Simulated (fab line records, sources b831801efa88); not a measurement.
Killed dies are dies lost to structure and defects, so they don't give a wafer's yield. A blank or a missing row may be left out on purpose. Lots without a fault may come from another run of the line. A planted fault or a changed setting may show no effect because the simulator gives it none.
Which tool did it? | flow sky130 | 11 lots, 33 wafers sampled, at 5 steps of a route of 708

WHAT THE GAUGES READ, wafer by wafer
SKY_LDD_HVP_OVL_MEAS_07. Usual: LDD_HVP_OVL 1.8 nm, standard deviation 1.5.
lot  | measured     | on         | LDD_HVP_OVL (nm) | flag
L596 | day 21 21:01 | overlay-01 | 0.9 2.0 0.9      |
L597 | day 22 16:56 | overlay-02 | 2.7 3.7 3.8      |
L601 | day 24 06:08 | overlay-01 | 2.9 1.3 4.4      |
L603 | day 24 16:54 | overlay-01 | 3.7 1.8 3.4      |
L607 | day 26 01:22 | overlay-02 | 2.0 4.0 3.3      |
L609 | day 26 19:04 | overlay-02 | -0.8 0.4 0.0     |
L611 | day 27 07:32 | overlay-02 | -1.4 -0.1 -0.4   |
L613 | day 28 01:53 | overlay-01 | -0.5 1.2 1.2     |
L616 | day 28 19:38 | overlay-01 | 2.2 1.6 2.6      |
L617 | day 29 19:39 | overlay-01 | 3.0 3.5 3.6      |
L618 | day 29 22:04 | overlay-01 | 2.4 1.7 3.4      |

SKY_SD_P_OVL_MEAS_08. Usual: SD_P_OVL 0.0 nm, standard deviation 1.3.
lot  | measured     | on         | SD_P_OVL (nm)  | flag
L596 | day 25 15:46 | overlay-01 | -0.1 0.0 -0.9  |
L597 | day 26 13:35 | overlay-01 | 1.0 0.6 -1.7   |
L601 | day 28 00:17 | overlay-02 | 1.5 -0.8 0.7   |
L603 | day 28 10:17 | overlay-02 | -3.4 -2.2 -1.1 |
L607 | day 29 17:44 | overlay-02 | 2.0 0.0 0.3    |
L609 | day 30 13:17 | overlay-02 | -0.8 -0.8 -0.8 |
L611 | day 31 00:25 | overlay-02 | 1.6 1.9 0.6    |
L613 | day 31 15:43 | overlay-01 | 0.8 -0.8 -0.2  |
L616 | day 32 09:23 | overlay-01 | 0.2 0.6 0.5    |
L617 | day 33 10:01 | overlay-02 | -1.0 0.8 -0.3  |
L618 | day 33 10:50 | overlay-02 | 1.2 -0.2 0.7   |

SKY_LI_CONTACT_THK_MEAS_01. Usual: LI_CONTACT_HDPCVD_THK 924 nm, standard deviation 11.
lot  | measured     | on            | LI_CONTACT_HDPCVD_THK (nm) | flag
L596 | day 28 03:38 | film_metro-04 | 928 924 920                |
L597 | day 29 00:23 | film_metro-04 | 920 930 941                |
L601 | day 30 10:12 | film_metro-01 | 930 929 915                |
L603 | day 30 19:53 | film_metro-04 | 713 687 709                | OFF
L607 | day 32 02:11 | film_metro-01 | 674 681 710                | OFF
L609 | day 32 20:35 | film_metro-01 | 934 950 919                |
L611 | day 33 07:43 | film_metro-01 | 915 921 929                |
L613 | day 33 23:59 | film_metro-02 | 902 928 923                |
L616 | day 34 17:02 | film_metro-04 | 915 922 928                |
L617 | day 35 16:32 | film_metro-04 | 922 936 928                |
L618 | day 35 17:25 | film_metro-04 | 916 923 918                |

WHICH TOOL RAN EACH LOT (tool, then ch and the chambers of the sampled wafers, then the start)
lot  | SKY_SD_N_STRIP_11                    | SKY_LI_CONTACT_HDPCVD_00
L596 | plasma_asher-03 ch 0,1, day 28 02:46 | hdpcvd-02 ch 0,1,2, day 28 03:32
L597 | plasma_asher-03 ch 0,1, day 28 23:31 | hdpcvd-02 ch 0,1,2, day 29 00:17
L601 | plasma_asher-02 ch 0,1, day 30 09:20 | hdpcvd-02 ch 1,2, day 30 10:05
L603 | plasma_asher-02 ch 0,1, day 30 19:00 | hdpcvd-01 ch 0,1,2, day 30 19:46
L607 | plasma_asher-01 ch 0,1, day 32 01:19 | hdpcvd-01 ch 0,1, day 32 02:05
L609 | plasma_asher-03 ch 0, day 32 19:43   | hdpcvd-02 ch 0,1,2, day 32 20:29
L611 | plasma_asher-03 ch 0,1, day 33 06:51 | hdpcvd-02 ch 0,2, day 33 07:37
L613 | plasma_asher-02 ch 0,1, day 33 23:07 | hdpcvd-02 ch 0,1, day 33 23:53
L616 | plasma_asher-03 ch 0,1, day 34 16:10 | hdpcvd-01 ch 0,1, day 34 16:56
L617 | plasma_asher-02 ch 0,1, day 35 15:39 | hdpcvd-01 ch 0,2, day 35 16:25
L618 | plasma_asher-02 ch 0,1, day 35 16:33 | hdpcvd-01 ch 0,1, day 35 17:19
- SKY_SD_N_STRIP_11: strips in O2/N2.
- SKY_LI_CONTACT_HDPCVD_00: deposits PSG, target thk 930 nm, time 155 s.

WHAT THE TOOLS THEMSELVES READ (means of the sampled wafers that have a number; where no wafer has one, the mark that the record gives instead)
SKY_SD_N_STRIP_11. Usual: drypump_motor_current_A 5.8 A, standard deviation 0.45; oes_product_au 0.528 a.u., standard deviation 0.0042; strip_time_to_endpoint_s 22.54 s, standard deviation 0.036.
lot  | tool            | drypump_motor_current_A (A) | oes_product_au (a.u.) | strip_time_to_endpoint_s (s) | flag
L596 | plasma_asher-03 | 5.3                         | 0.529                 | 22.61                        |
L597 | plasma_asher-03 | 5.3                         | 0.527                 | 22.51                        |
L601 | plasma_asher-02 | 5.8                         | 0.526                 | 22.57                        |
L603 | plasma_asher-02 | 5.9                         | 0.529                 | 22.48                        |
L607 | plasma_asher-01 | 6.4                         | 0.531                 | 22.55                        |
L609 | plasma_asher-03 | 5.2                         | 0.527                 | 22.54                        |
L611 | plasma_asher-03 | 5.3                         | 0.526                 | 22.58                        |
L613 | plasma_asher-02 | 5.8                         | 0.526                 | 22.51                        |
L616 | plasma_asher-03 | 5.3                         | 0.527                 | 22.55                        |
L617 | plasma_asher-02 | 5.8                         | 0.524                 | 22.51                        |
L618 | plasma_asher-02 | 5.8                         | 0.531                 | 22.56                        |

SKY_LI_CONTACT_HDPCVD_00. Usual: run_length_s 182.9 s, standard deviation 0.42.
lot  | tool      | run_length_s (s) | flag
L596 | hdpcvd-02 | 182.6            |
L597 | hdpcvd-02 | 182.9            |
L601 | hdpcvd-02 | 182.9            |
L603 | hdpcvd-01 | 146.8            | OFF
L607 | hdpcvd-01 | 146.9            | OFF
L609 | hdpcvd-02 | 182.4            |
L611 | hdpcvd-02 | 182.4            |
L613 | hdpcvd-02 | 182.8            |
L616 | hdpcvd-01 | 183.0            |
L617 | hdpcvd-01 | 183.0            |
L618 | hdpcvd-01 | 183.6            |

THE ANSWER, worked out from the rows above alone
Rule: a lot is off if the mean of its wafers that have a number lies more than 3 standard deviations from the usual mean. A lot without any number at a reading at which 4 lots or more have one is off too. The other lots that the step has rows for count as sound. The gauges are gone through in route order, then the tools' own readings, and for those a lot's mean is taken as printed above. The first step at which some lot is off is used, and at that step the reading that is off furthest; a lot without a number counts as furthest.
Off: L603, L607, at SKY_LI_CONTACT_THK_MEAS_01 (LI_CONTACT_HDPCVD_THK).
A tool fits if, at a process step before that reading, it ran every lot that is off, and no sound lot after the first of them. The gauges at SKY_LI_CONTACT_THK_MEAS_01 aren't tried: what is off there is off at SKY_LI_CONTACT_HDPCVD_00 too, on other tools, and a gauge's error can't cause that. None of those tried fits.

WHAT THE SIMULATOR HAD PUT IN
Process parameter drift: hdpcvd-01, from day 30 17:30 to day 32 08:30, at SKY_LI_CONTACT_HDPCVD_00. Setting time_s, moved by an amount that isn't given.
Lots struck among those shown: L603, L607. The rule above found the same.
